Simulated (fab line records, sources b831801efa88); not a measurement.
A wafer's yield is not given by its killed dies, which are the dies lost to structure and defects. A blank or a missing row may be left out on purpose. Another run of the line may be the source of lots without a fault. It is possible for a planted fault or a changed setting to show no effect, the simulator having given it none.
Which tool was responsible?	flow gf180mcu	Sampling: 6 lots, 18 wafers, 3 of 602 route steps

WHAT THE GAUGES SHOWED, per wafer
GF_V4_CD_MEAS_14: the cd target is 260 nm.
lot	measured	on	cdNm (nm)
L525	day 24 12:37	cdSem-02	261.4 260.7 262.1
L528	day 25 21:54	cdSem-02	255.4 254.8 255.6
L531	day 26 13:42	cdSem-02	260.1 259.8 260.0
L538	day 29 10:46	cdSem-01	258.9 259.3 257.9
L543	day 30 11:04	cdSem-02	260.9 261.2 261.6
L546	day 31 01:04	cdSem-01	261.1 261.6 260.1

WHAT TOOL EACH LOT RAN ON (gives the tool, then ch and the chambers of the sampled wafers, and finally the start)
lot	GF_V3_SPUTTER_22	GF_V4_PEB_12
L525	pvdSputter-02, day 22 13:29	lithoTrack-04 ch 0, day 24 12:16
L528	pvdSputter-04, day 23 23:40	lithoTrack-04 ch 0, day 25 21:27
L531	pvdSputter-02, day 24 16:29	lithoTrack-02 ch 0, day 26 13:22
L538	pvdSputter-04, day 27 17:55	lithoTrack-04 ch 0, day 29 10:25
L543	pvdSputter-03, day 28 18:28	lithoTrack-04 ch 0, day 30 10:43
L546	pvdSputter-02, day 29 10:26	lithoTrack-04 ch 0, day 31 00:43
- GF_V3_SPUTTER_22: material TiN, target thk 10 nm, time 40 s.
- GF_V4_PEB_12: peb time 90 s.

THE ANSWER, worked out from the rows above alone
Rule: the lots themselves supply what counts as usual. Put in order of their means at a reading, lots are off if they are a third of the lots or fewer, leave a main group of 4 or more, and stand apart from it by a gap of 3 or more times the standard deviation of the main group's means; of several such gaps the widest counts. A main group is skipped when, at the precision printed for the reading in the tables above, its means are all equal. A lot without any number at a reading at which 4 lots or more have one is off too. Where the step has rows for the other lots, those lots are counted as sound.
Off: L528, at GF_V4_CD_MEAS_14 (cdNm). Main group: mean 260.4 nm, sd 1.
If a tool, at a process step before that reading, ran all the lots that are off and no sound lot after the first of them, it fits. The gauges at GF_V4_CD_MEAS_14 are tried like those tools. Of those tried, none fits.

WHAT THE SIMULATOR PUT IN
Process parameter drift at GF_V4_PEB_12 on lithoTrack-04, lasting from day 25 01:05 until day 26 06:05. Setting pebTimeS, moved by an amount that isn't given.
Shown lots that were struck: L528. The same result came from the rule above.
